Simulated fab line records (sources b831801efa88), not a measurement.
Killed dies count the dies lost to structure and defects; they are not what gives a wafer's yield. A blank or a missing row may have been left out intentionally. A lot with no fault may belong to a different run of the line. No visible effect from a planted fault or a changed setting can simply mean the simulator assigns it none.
Matching of chambers | flow gf180mcu | GF_V5_CMP_26 on cmp-01: 4 sister chambers
The step polishes, stops on SiO2, t overpolish 15 s, target thk 0 nm. 8 wafers are shown with their chamber, then 8 later ones without.

WAFERS WITH THEIR CHAMBER
wafer  | chamber | motor-current-A (A) | time-to-endpoint-s (s)
L880.6 | 0       | 11.7                | 84
L883.3 | 1       | 12.0                | 85
L884.4 | 1       | 10.6                | 84
L884.6 | 2       | 10.2                | 87
L885.3 | 3       | 10.3                | 91
L885.4 | 0       | 11.9                | 84
L885.6 | 2       | 10.6                | 82
L887.1 | 3       | 10.1                | 86

WAFERS WITH NO CHAMBER GIVEN
wafer  | motor-current-A (A) | time-to-endpoint-s (s)
L887.2 | 11.7                | 76
L887.6 | 9.8                 | 82
L900.2 | 11.0                | 82
L900.3 | 12.6                | 81
L900.4 | 10.1                | 89
L902.3 | 10.5                | 90
L902.4 | 10.3                | 83
L902.6 | 11.0                | 93

THE CHAMBER EACH PASSED THROUGH
wafer  | from the rows above               | in truth
L887.2 | can't be placed: 0 or 1 or 2      | 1
L887.6 | can't be placed: 2 or 3 or 1      | 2
L900.2 | can't be placed: 1 or 2 or 0 or 3 | 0
L900.3 | can't be placed: 0 or 1           | 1
L900.4 | can't be placed: 3 or 2           | 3
L902.3 | can't be placed: 3 or 2 or 1      | 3
L902.4 | can't be placed: 2 or 1 or 3      | 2
L902.6 | can't be placed: 3 or 1 or 2 or 0 | 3
Correct placement for 0 of the 8. Cannot be placed on the basis of these rows: 8; the candidates contain the true chamber in 8. Wrongly placed: 0.
How it was worked out, from the rows above alone: a wafer's distance from a chamber is the root of the sum, over the readings, of the square of ((its reading less the chamber's mean) divided by the reading's scatter). If the next closest chamber is less than 2 further off than the closest, the wafer can't be placed; otherwise it belongs to the closest. Each chamber's mean is taken over the wafers shown for it. How the scatter is found: for the shown wafers, subtract from each reading the mean of its chamber, square and add these, divide the total by (wafers less chambers), then take the root.
